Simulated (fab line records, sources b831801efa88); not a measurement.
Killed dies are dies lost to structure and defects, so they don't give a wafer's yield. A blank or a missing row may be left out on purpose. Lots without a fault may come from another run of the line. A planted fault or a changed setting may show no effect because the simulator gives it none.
A struck lot beside a sound one | flow sfq_line | 20 steps out of a route of 325
Sound: wafers L738.3, L738.5, L738.6. Struck: wafers L748.1, L748.3, L748.6. The cause comes at the end.
At each step with rows: each side's tool, then ch and its chambers, then its first start. Under that, the readings that differ: sound wafers | struck wafers | difference of the means | sigmas: that difference in standard deviations of wafers without a fault.
alike: readings whose means differ by less than 2 such deviations, and words and numbers that are the same on both sides. not compared: withheld readings, readings that some wafer has no value for, bounds like >300 that may hide the same value, and numbers for which the record gives no deviation and whose values overlap.
The two part at a step that has a row with sigmas, a row that says differs or no value, or rows on one side only. Numbers that don't overlap but have no deviation are shown without sigmas and don't part them. A reading that every wafer of one side lacks parts them only if that side has two wafers or more.

first, 3 steps without rows for these wafers: SFQ_TRILAYER_I6_VIA_LITHO_EXPOSE_170 (exposes mask I6, target cd 700 nm); SFQ_TRILAYER_I6_VIA_LITHO_PEB_172 (peb time 60 s); SFQ_TRILAYER_I6_VIA_LITHO_DEVELOP_171 (time 60 s).
SFQ_I6_OVL_MEAS_942:
  sound on overlay-02, day 79 12:28; struck on overlay-01, day 86 02:26
  reading     | sound  | struck    | difference | sigmas
  I6_OVL (nm) | 12 2 2 | -4 -5 -10 | -12        | -2
SFQ_TRILAYER_I6_VIA_BARC_OPEN_VIA_ETCH_235: etches BARC in O2, target depth 125 nm, time 41.7 s.
  sound on rie_diel-03 ch 0,1,3, day 79 12:30; struck on rie_diel-03 ch 0,2, day 86 02:29
  alike: drypump_motor_current_A, oes_product_au, rf_fwd_power_W
  not compared: rf_hours_counter_h
SFQ_TRILAYER_I6_VIA_ETCH_VIA_ETCH_172: etches SiO2 in CHF3, stops on Nb, target depth 260 nm.
  sound on rie_diel-03 ch 0,1,3, day 79 12:32; struck on rie_diel-03 ch 0,2, day 86 02:31
  alike: drypump_motor_current_A, oes_product_au, rf_fwd_power_W
SFQ_TRILAYER_I6_VIA_STRIP_STRIP_173: strips in O2.
  sound on rie_metal-02 ch 0,1, day 79 12:51; struck on rie_metal-04 ch 0,1, day 86 02:38
  alike: drypump_motor_current_A, oes_product_au, platen_temp_c
  not compared: rf_hours_counter_h
then, 2 steps without rows for these wafers: SFQ_TRILAYER_I6_VIA_STRIP_SOLV_CLEAN_174 (cleans in NMP, time 600 s); SFQ_TRILAYER_M7_DEP_PRE_CLEAN_176 (time 22.5 s).
SFQ_TRILAYER_M7_DEP_SPUTTER_175: material Nb, target thk 200 nm, time 133.3 s.
  sound on pvd_sputter-06, day 79 13:27; struck on pvd_sputter-03, day 86 03:37
  reading              | sound             | struck            | difference | sigmas
  substrate_temp_c (C) | 20.21 20.28 20.15 | 19.99 19.88 20.10 | -0.22      | -2
  alike: throttle_valve_pct
SFQ_M7_RS_MEAS_943: measures by four-point-probe.
  sound on film_metro-01, day 79 13:35; struck on film_metro-01, day 86 03:42
  alike: M7_NB_RS
SFQ_TRILAYER_M7_LITHO_COAT_182: resist thk 62 nm.
  sound on litho_track-02 ch 0, day 79 13:49; struck on litho_track-02 ch 0, day 86 03:53
  reading                                              | sound             | struck            | difference | sigmas
  model.BARC_of_TRILAYER_M7_LITHO_COAT_182.thk_nm (nm) | 62.09 62.05 62.01 | 74.05 74.05 74.07 | +12.01     |
  alike: exhaust_pa
then, 5 steps without rows for these wafers: SFQ_TRILAYER_M7_LITHO_COAT_177 (resist thk 600 nm); SFQ_TRILAYER_M7_LITHO_SOFTBAKE_181; SFQ_TRILAYER_M7_LITHO_EXPOSE_178 (exposes mask M7, target cd 500 nm); SFQ_TRILAYER_M7_LITHO_PEB_180 (peb time 60 s); SFQ_TRILAYER_M7_LITHO_DEVELOP_179 (time 60 s).
SFQ_M7_OVL_MEAS_945:
  sound on overlay-02, day 79 15:59; struck on overlay-02, day 86 06:35
  reading     | sound     | struck | difference | sigmas
  M7_OVL (nm) | -13 -7 -9 | 5 11 5 | +17        | +4
SFQ_TRILAYER_M7_BARC_OPEN_METAL_ETCH_229: etches BARC in O2, target depth 125 nm, time 41.7 s.
  sound on rie_metal-03 ch 0,1, day 79 16:02; struck on rie_metal-02 ch 0,1, day 86 06:38
  reading                  | sound             | struck            | difference | sigmas
  oes_product_au (a.u.)    | 0.682 0.684 0.681 | 0.745 0.746 0.740 | +0.061     | +13
  model.etch.depth_nm (nm) | 62.09 62.05 62.01 | 74.05 74.05 74.07 | +12.01     |
  alike: drypump_motor_current_A, rf_fwd_power_W
  not compared: rf_hours_counter_h
SFQ_TRILAYER_M7_ETCH_METAL_ETCH_180: etches Nb in Cl2/Ar, stops on SiO2, target depth 240 nm, time 120 s.
  sound on rie_metal-03 ch 0,1, day 79 16:07; struck on rie_metal-02 ch 0,1, day 86 06:41
  alike: drypump_motor_current_A, oes_product_au, rf_fwd_power_W
  not compared: rf_hours_counter_h

WHERE THEY PART
First at SFQ_I6_OVL_MEAS_942; last, within this record, at SFQ_TRILAYER_M7_BARC_OPEN_METAL_ETCH_229. Later steps at which nothing parts them and some readings are alike: SFQ_TRILAYER_M7_ETCH_METAL_ETCH_180.

WHY: what the simulator had put in
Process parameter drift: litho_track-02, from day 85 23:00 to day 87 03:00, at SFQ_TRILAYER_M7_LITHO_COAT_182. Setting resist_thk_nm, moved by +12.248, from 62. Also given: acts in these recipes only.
